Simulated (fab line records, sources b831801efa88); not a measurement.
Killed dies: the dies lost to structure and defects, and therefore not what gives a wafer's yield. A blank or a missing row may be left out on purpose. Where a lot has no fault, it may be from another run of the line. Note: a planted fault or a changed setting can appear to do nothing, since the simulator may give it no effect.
Which tool was responsible?    flow gf180mcu    Sampling: 24 lots, 72 wafers, 5 of 602 route steps

== WHAT EACH GAUGE READ, for each wafer ==
GF_V4_OVL_MEAS_15.
lot   measured      on          V4_OVL (nm)
L074  day 24 10:23  overlay-01  -12 -12 -19
L075  day 24 12:09  overlay-02  9 9 10
L076  day 24 20:26  overlay-02  0 -2 4
L077  day 25 13:14  overlay-02  5 -5 0
L078  day 25 13:35  overlay-02  0 2 -2
L079  day 25 20:33  overlay-02  -9 0 0
L080  day 26 10:35  overlay-01  9 9 6
L081  day 26 13:06  overlay-02  0 -1 -2
L082  day 26 20:14  overlay-02  -1 -1 2
L083  day 27 03:38  overlay-02  -4 -6 4
L084  day 27 13:00  overlay-01  -8 7 -7
L085  day 27 22:41  overlay-02  -3 10 -2
L086  day 28 01:39  overlay-01  10 -2 7
L087  day 28 20:03  overlay-01  -8 5 -3
L088  day 29 01:09  overlay-02  -2 0 0
L089  day 29 06:38  overlay-02  6 -2 3
L090  day 29 13:48  overlay-02  2 -2 0
L091  day 29 18:13  overlay-01  -2 -6 -5
L092  day 30 02:44  overlay-02  6 1 6
L093  day 30 12:47  overlay-01  1 -4 -4
L094  day 30 13:30  overlay-02  -1 4 2
L095  day 30 18:30  overlay-01  6 4 10
L096  day 31 10:11  overlay-02  3 7 9
L097  day 31 13:27  overlay-02  -8 4 -4

== EACH LOT AND THE TOOL THAT RAN IT (in order: tool; ch and the chambers of the sampled wafers; start) ==
lot   GF_V3_SPUTTER_22              GF_M4_SPUTTER_00              GF_M4_SPUTTER_01              GF_M4_SPUTTER_03
L074  pvd sputter-02, day 22 10:37  pvd sputter-04, day 22 11:15  pvd sputter-04, day 22 11:21  pvd sputter-04, day 22 11:25
L075  pvd sputter-03, day 22 12:26  pvd sputter-04, day 22 13:04  pvd sputter-04, day 22 13:10  pvd sputter-04, day 22 13:14
L076  pvd sputter-03, day 22 22:05  pvd sputter-01, day 22 22:43  pvd sputter-01, day 22 22:49  pvd sputter-01, day 22 22:53
L077  pvd sputter-03, day 23 14:47  pvd sputter-01, day 23 15:25  pvd sputter-01, day 23 15:31  pvd sputter-01, day 23 15:35
L078  pvd sputter-04, day 23 15:45  pvd sputter-03, day 23 16:23  pvd sputter-03, day 23 16:29  pvd sputter-03, day 23 16:32
L079  pvd sputter-04, day 23 23:35  pvd sputter-03, day 24 00:13  pvd sputter-03, day 24 00:19  pvd sputter-03, day 24 00:22
L080  pvd sputter-04, day 24 13:35  pvd sputter-03, day 24 14:13  pvd sputter-03, day 24 14:19  pvd sputter-03, day 24 14:23
L081  pvd sputter-03, day 24 16:34  pvd sputter-01, day 24 17:11  pvd sputter-01, day 24 17:17  pvd sputter-01, day 24 17:21
L082  pvd sputter-03, day 25 00:34  pvd sputter-04, day 25 01:13  pvd sputter-04, day 25 01:19  pvd sputter-04, day 25 01:22
L083  pvd sputter-04, day 25 07:25  pvd sputter-01, day 25 08:04  pvd sputter-01, day 25 08:10  pvd sputter-01, day 25 08:13
L084  pvd sputter-02, day 25 17:09  pvd sputter-03, day 25 17:47  pvd sputter-03, day 25 17:53  pvd sputter-03, day 25 17:56
L085  pvd sputter-02, day 26 03:40  pvd sputter-01, day 26 04:17  pvd sputter-01, day 26 04:23  pvd sputter-01, day 26 04:27
L086  pvd sputter-02, day 26 06:46  pvd sputter-01, day 26 07:23  pvd sputter-01, day 26 07:29  pvd sputter-01, day 26 07:33
L087  pvd sputter-02, day 27 03:09  pvd sputter-04, day 27 03:47  pvd sputter-04, day 27 03:53  pvd sputter-04, day 27 03:56
L088  pvd sputter-04, day 27 06:43  pvd sputter-03, day 27 07:21  pvd sputter-03, day 27 07:28  pvd sputter-03, day 27 07:31
L089  pvd sputter-03, day 27 13:08  pvd sputter-03, day 27 13:46  pvd sputter-03, day 27 13:53  pvd sputter-03, day 27 13:56
L090  pvd sputter-04, day 27 22:29  pvd sputter-04, day 27 23:07  pvd sputter-04, day 27 23:13  pvd sputter-04, day 27 23:17
L091  pvd sputter-03, day 28 01:46  pvd sputter-04, day 28 02:25  pvd sputter-04, day 28 02:31  pvd sputter-04, day 28 02:34
L092  pvd sputter-04, day 28 09:30  pvd sputter-01, day 28 10:08  pvd sputter-01, day 28 10:14  pvd sputter-01, day 28 10:17
L093  pvd sputter-03, day 28 20:13  pvd sputter-04, day 28 20:50  pvd sputter-04, day 28 20:56  pvd sputter-04, day 28 21:00
L094  pvd sputter-03, day 28 21:46  pvd sputter-04, day 28 22:28  pvd sputter-04, day 28 22:34  pvd sputter-04, day 28 22:38
L095  pvd sputter-02, day 29 03:10  pvd sputter-03, day 29 03:50  pvd sputter-03, day 29 03:56  pvd sputter-03, day 29 03:59
L096  pvd sputter-03, day 29 20:23  pvd sputter-04, day 29 21:01  pvd sputter-04, day 29 21:07  pvd sputter-04, day 29 21:10
L097  pvd sputter-03, day 29 23:47  pvd sputter-04, day 30 00:25  pvd sputter-04, day 30 00:31  pvd sputter-04, day 30 00:35
- GF_V3_SPUTTER_22: material TiN, target thk 10 nm, time 40 s.
- GF_M4_SPUTTER_00: material Ti, target thk 37.5 nm, time 150 s.
- GF_M4_SPUTTER_01: material TiN, target thk 30 nm, time 25 s.
- GF_M4_SPUTTER_03: material Ti, target thk 10 nm, time 6.7 s.

== WHAT THE TOOLS THEMSELVES READ (means of the sampled wafers that have a number; where no wafer has one, the mark that the record gives instead) ==
GF_V3_SPUTTER_22.
lot   tool            throttle valve pct (%)
L074  pvd sputter-02  30.0
L075  pvd sputter-03  29.1
L076  pvd sputter-03  29.0
L077  pvd sputter-03  29.2
L078  pvd sputter-04  29.7
L079  pvd sputter-04  28.8
L080  pvd sputter-04  30.2
L081  pvd sputter-03  29.1
L082  pvd sputter-03  29.2
L083  pvd sputter-04  28.8
L084  pvd sputter-02  30.2
L085  pvd sputter-02  30.2
L086  pvd sputter-02  29.6
L087  pvd sputter-02  30.0
L088  pvd sputter-04  29.7
L089  pvd sputter-03  29.4
L090  pvd sputter-04  29.4
L091  pvd sputter-03  29.1
L092  pvd sputter-04  30.1
L093  pvd sputter-03  29.0
L094  pvd sputter-03  29.2
L095  pvd sputter-02  30.4
L096  pvd sputter-03  29.2
L097  pvd sputter-03  29.2

GF_M4_SPUTTER_00.
lot   tool            throttle valve pct (%)
L074  pvd sputter-04  29.6
L075  pvd sputter-04  28.4
L076  pvd sputter-01  30.0
L077  pvd sputter-01  29.9
L078  pvd sputter-03  29.2
L079  pvd sputter-03  29.1
L080  pvd sputter-03  29.0
L081  pvd sputter-01  29.8
L082  pvd sputter-04  29.5
L083  pvd sputter-01  30.3
L084  pvd sputter-03  29.1
L085  pvd sputter-01  29.9
L086  pvd sputter-01  29.9
L087  pvd sputter-04  29.3
L088  pvd sputter-03  29.2
L089  pvd sputter-03  29.0
L090  pvd sputter-04  29.5
L091  pvd sputter-04  30.1
L092  pvd sputter-01  30.5
L093  pvd sputter-04  29.7
L094  pvd sputter-04  28.6
L095  pvd sputter-03  29.3
L096  pvd sputter-04  29.5
L097  pvd sputter-04  29.7

GF_M4_SPUTTER_01.
lot   tool            throttle valve pct (%)
L074  pvd sputter-04  29.7
L075  pvd sputter-04  28.5
L076  pvd sputter-01  30.1
L077  pvd sputter-01  30.0
L078  pvd sputter-03  29.3
L079  pvd sputter-03  29.3
L080  pvd sputter-03  28.9
L081  pvd sputter-01  29.8
L082  pvd sputter-04  29.4
L083  pvd sputter-01  30.5
L084  pvd sputter-03  28.8
L085  pvd sputter-01  29.7
L086  pvd sputter-01  30.0
L087  pvd sputter-04  29.4
L088  pvd sputter-03  29.1
L089  pvd sputter-03  28.9
L090  pvd sputter-04  29.5
L091  pvd sputter-04  30.2
L092  pvd sputter-01  30.5
L093  pvd sputter-04  29.6
L094  pvd sputter-04  28.6
L095  pvd sputter-03  29.4
L096  pvd sputter-04  29.3
L097  pvd sputter-04  29.7

GF_M4_SPUTTER_03.
lot   tool            throttle valve pct (%)
L074  pvd sputter-04  29.5
L075  pvd sputter-04  28.6
L076  pvd sputter-01  29.9
L077  pvd sputter-01  29.9
L078  pvd sputter-03  29.3
L079  pvd sputter-03  29.1
L080  pvd sputter-03  29.0
L081  pvd sputter-01  29.8
L082  pvd sputter-04  29.4
L083  pvd sputter-01  30.7
L084  pvd sputter-03  28.9
L085  pvd sputter-01  29.8
L086  pvd sputter-01  30.0
L087  pvd sputter-04  29.5
L088  pvd sputter-03  28.9
L089  pvd sputter-03  29.0
L090  pvd sputter-04  29.7
L091  pvd sputter-04  30.1
L092  pvd sputter-01  30.6
L093  pvd sputter-04  29.6
L094  pvd sputter-04  28.6
L095  pvd sputter-03  29.4
L096  pvd sputter-04  29.5
L097  pvd sputter-04  29.5

== THE ANSWER, worked out from the rows above alone ==
Rule: the usual values come from the lots themselves. The widest of any qualifying gaps counts: lots, ordered by their means at a reading, are off when they make up no more than a third of the lots, leave a main group of 4 or more, and stand apart from it by 3 or more times the standard deviation of that group's means. Not used: any main group whose means are identical at the precision the tables above print for the reading. Also off: a lot with no number at a reading for which 4 or more lots have one. The other lots that the step has rows for count as sound. After the gauges, taken in route order, come the tools' own readings; for these a lot's mean is taken, as printed above. At the first step where some lot is off, the reading lying furthest off is the one used; lots without a number count as furthest.
No lot is off at any reading shown: from this, nothing can be told.

== WHAT WAS PUT IN BY THE SIMULATOR ==
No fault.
